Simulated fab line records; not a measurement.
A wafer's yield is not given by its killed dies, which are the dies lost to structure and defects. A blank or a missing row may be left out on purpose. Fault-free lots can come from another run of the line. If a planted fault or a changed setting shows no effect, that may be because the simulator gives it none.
Matching of chambers | flow gf180mcu | rieDiel-02 running GF_V4_ETCH_17: 4 sister chambers
The step etches SiO2 in C4F8/O2/Ar, stops on TiN, target depth 630 nm. 7 wafers are shown with their chamber, then 7 later ones without.

## WAFERS WITH THEIR CHAMBER
wafer  | chamber | rfFwdPowerW (W) | oesProductAu (a.u.)
L789.6 | 0       | 1497            | 0.856
L790.3 | 0       | 1489            | 0.852
L795.3 | 3       | 1491            | 0.849
L797.1 | 2       | 1486            | 0.855
L797.4 | 3       | 1486            | 0.855
L802.1 | 1       | 1485            | 0.857
L802.5 | 1       | 1487            | 0.861

## WAFERS WITH NO CHAMBER GIVEN
wafer  | rfFwdPowerW (W) | oesProductAu (a.u.)
L802.6 | 1491            | 0.856
L809.1 | 1489            | 0.857
L809.2 | 1489            | 0.860
L809.4 | 1484            | 0.857
L810.1 | 1485            | 0.857
L810.2 | 1486            | 0.860
L810.6 | 1497            | 0.855

## CHAMBER TAKEN BY EACH
wafer  | from the rows above               | in truth
L802.6 | can't be placed: 0 or 2 or 3 or 1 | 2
L809.1 | can't be placed: 1 or 2 or 0 or 3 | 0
L809.2 | can't be placed: 1 or 2 or 0 or 3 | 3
L809.4 | can't be placed: 1 or 2 or 3 or 0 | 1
L810.1 | can't be placed: 1 or 2 or 3 or 0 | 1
L810.2 | can't be placed: 1 or 2           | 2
L810.6 | can't be placed: 0 or 3 or 2 or 1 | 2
Placed correctly: 0 of 7. Cannot be placed on the basis of these rows: 7; the candidates contain the true chamber in 7. Number placed wrongly: 0.
How it was worked out, from the rows above alone: a wafer's distance from a chamber is the root of the sum, over the readings, of the square of ((its reading less the chamber's mean) divided by the reading's scatter). The wafer belongs to the nearest chamber; if the next one is less than 2 further off, it can't be placed. Each chamber's mean is taken over the wafers shown for it. How the scatter is found: for the shown wafers, subtract from each reading the mean of its chamber, square and add these, divide the total by (wafers less chambers), then take the root.
